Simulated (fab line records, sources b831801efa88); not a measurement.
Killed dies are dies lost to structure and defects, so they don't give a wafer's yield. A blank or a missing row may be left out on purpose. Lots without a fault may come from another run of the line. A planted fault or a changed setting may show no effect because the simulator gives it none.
Which tool did it? | flow gf180mcu | 12 lots, 36 wafers sampled, at 2 steps of a route of 602

WHAT THE GAUGES READ, wafer by wafer
GF_V1_THK_MEAS_03.
lot  | measured     | on            | V1_CVD_02_THK (nm)
L236 | day 17 02:47 | film_metro-01 | 862 856 873
L238 | day 17 19:02 | film_metro-04 | 861 861 870
L239 | day 18 05:48 | film_metro-01 | 880 885 878
L240 | day 18 20:46 | film_metro-04 | 850 876 882
L242 | day 19 13:08 | film_metro-01 | 878 876 880
L252 | day 22 22:28 | film_metro-01 | 860 873 880
L253 | day 23 13:49 | film_metro-01 | 868 879 883
L254 | day 23 14:53 | film_metro-04 | 871 889 891
L255 | day 23 21:23 | film_metro-01 | 876 900 887
L257 | day 24 16:52 | film_metro-02 | 851 851 877
L258 | day 24 22:57 | film_metro-01 | 877 873 881
L259 | day 25 08:04 | film_metro-01 | 882 870 879

GF_M2_OVL_MEAS_15.
lot  | measured     | on         | M2_OVL (nm)
L236 | day 19 06:23 | overlay-02 | 7 -1 2
L238 | day 19 22:25 | overlay-01 | -3 -10 -3
L239 | day 20 08:47 | overlay-02 | 5 5 4
L240 | day 21 00:44 | overlay-01 | 0 2 -2
L242 | day 21 16:05 | overlay-01 | 5 15 1
L252 | day 24 21:12 | overlay-01 | -5 5 2
L253 | day 25 11:19 | overlay-02 | 1 3 0
L254 | day 25 12:41 | overlay-02 | 1 -3 2
L255 | day 25 18:31 | overlay-02 | 6 2 -1
L257 | day 26 13:29 | overlay-01 | 3 -6 1
L258 | day 26 19:53 | overlay-01 | -3 -14 -7
L259 | day 27 03:02 | overlay-01 | -1 2 -7

WHICH TOOL RAN EACH LOT (tool, then ch and the chambers of the sampled wafers, then the start)
The record holds no process step before these readings.

WHAT THE TOOLS THEMSELVES READ (means of the sampled wafers that have a number; where no wafer has one, the mark that the record gives instead)
The record holds no such reading with a usual standard deviation.

THE ANSWER, worked out from the rows above alone
Rule: what is usual is taken from the lots themselves. Put in order of their means at a reading, lots are off if they are a third of the lots or fewer, leave a main group of 4 or more, and stand apart from it by a gap of 3 or more times the standard deviation of the main group's means; of several such gaps the widest counts. A main group whose means are all the same, to the digits that the tables above print for the reading, isn't used. A lot without any number at a reading at which 4 lots or more have one is off too. The other lots that the step has rows for count as sound. The gauges are gone through in route order, then the tools' own readings, and for those a lot's mean is taken as printed above. The first step at which some lot is off is used, and at that step the reading that is off furthest; a lot without a number counts as furthest.
No lot is off at any reading shown: from this, nothing can be told.

WHAT THE SIMULATOR HAD PUT IN
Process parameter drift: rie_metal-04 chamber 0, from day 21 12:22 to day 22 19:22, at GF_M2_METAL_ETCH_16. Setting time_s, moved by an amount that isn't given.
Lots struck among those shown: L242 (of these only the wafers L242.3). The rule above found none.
